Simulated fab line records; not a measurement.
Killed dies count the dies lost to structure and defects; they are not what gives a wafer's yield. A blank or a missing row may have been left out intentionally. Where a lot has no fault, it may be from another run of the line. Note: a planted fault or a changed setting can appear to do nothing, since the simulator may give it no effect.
Code-filled problem report in 8D (eight disciplines) form :: flow gf180mcu :: the parts of the form that need people (team, actions taken, sign-off) are left out

== 1. WHAT WENT WRONG ==
Wafers without a fault read 3999.9 W, standard deviation 0.68; cathode_dc_power_W at GF_M1_SPUTTER_00 reads a mean of 4303.1 W on 6 wafers belonging to 2 lots. So: +99 or more standard deviations from the usual mean.
The step: material Ti, target thk 37.5 nm, time 150 s.
First seen on wafer L312.1, day 20 01:23, on pvd_sputter-04. At this step, 39 wafers from 13 lots have a number in the record. By rule, "out" or "out of limits" means more than 4 standard deviations away from the usual mean. The rest of the wafers with a number are treated as sound.

== 2. WHAT IT IS, AND WHAT IT ISN'T ==
question: which readings at this step
is: cathode_dc_power_W
is not: throttle_valve_pct

question: which lots
is: L312, L313
is not: L303, L304, L306, L317, L318, L319, L320, L321, L322, L323, L324

question: which wafers of those lots
is: all that have a number
is not: -

question: read on which tools
is: pvd_sputter-04
is not: pvd_sputter-01, pvd_sputter-03

question: when
is: from day 20 01:23
is not: up to then (9 sound wafers); but 24 sound wafers of L317, L318, L319, L320, L321, L322, L323, L324 came after

== 3. WHAT RULES OUT EACH SUSPECT ==
Counting: a tool stays on the suspect list if, at a process step up to the reading, it processed all lots that are out and no sound lot following the first of them.
- pvd_sputter-04 at GF_M1_SPUTTER_00 (material Ti, target thk 37.5 nm, time 150 s): ruled out as a lasting fault. Sound lots L322, L324 ran on it after its first lot that is out, L312 (day 20 01:23).
Left after counting: nothing in the record.

== 4. THE CAUSE (what the simulator had put in) ==
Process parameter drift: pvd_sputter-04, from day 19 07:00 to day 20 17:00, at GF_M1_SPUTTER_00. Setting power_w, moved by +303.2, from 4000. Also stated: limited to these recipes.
Counting ruled it out, wrongly.

== 5. THE CHAIN OF EFFECTS, in route order ==
Each row: a reading where the mean over the struck wafers with a number is more than 3 standard deviations away from the usual. Readings are gone through only where the record gives a usual standard deviation; hours: the median, over the lots, of the time from a lot's start at the first step in this table giving one to that lot's start at this step; sigmas: the change measured in usual standard deviations.
hours: 0
step: GF_M1_SPUTTER_00
reading: cathode_dc_power_W
usual: 3999.9 W
on struck wafers: 4303.1
change: +303.2
sigmas: +99 or more
Its process steps:
- GF_M1_SPUTTER_00: material Ti, target thk 37.5 nm, time 150 s.
At these later measuring or inspecting steps, every struck wafer for which the step has a row has a number for every such reading, and none has moved that far: GF_M1_THK_MEAS_06.

== 6. HOW IT WOULD HAVE BEEN CAUGHT EARLIER ==
In this record no reading fell out of limits until day 20 01:23, 18 hours after the fault had begun at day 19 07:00.
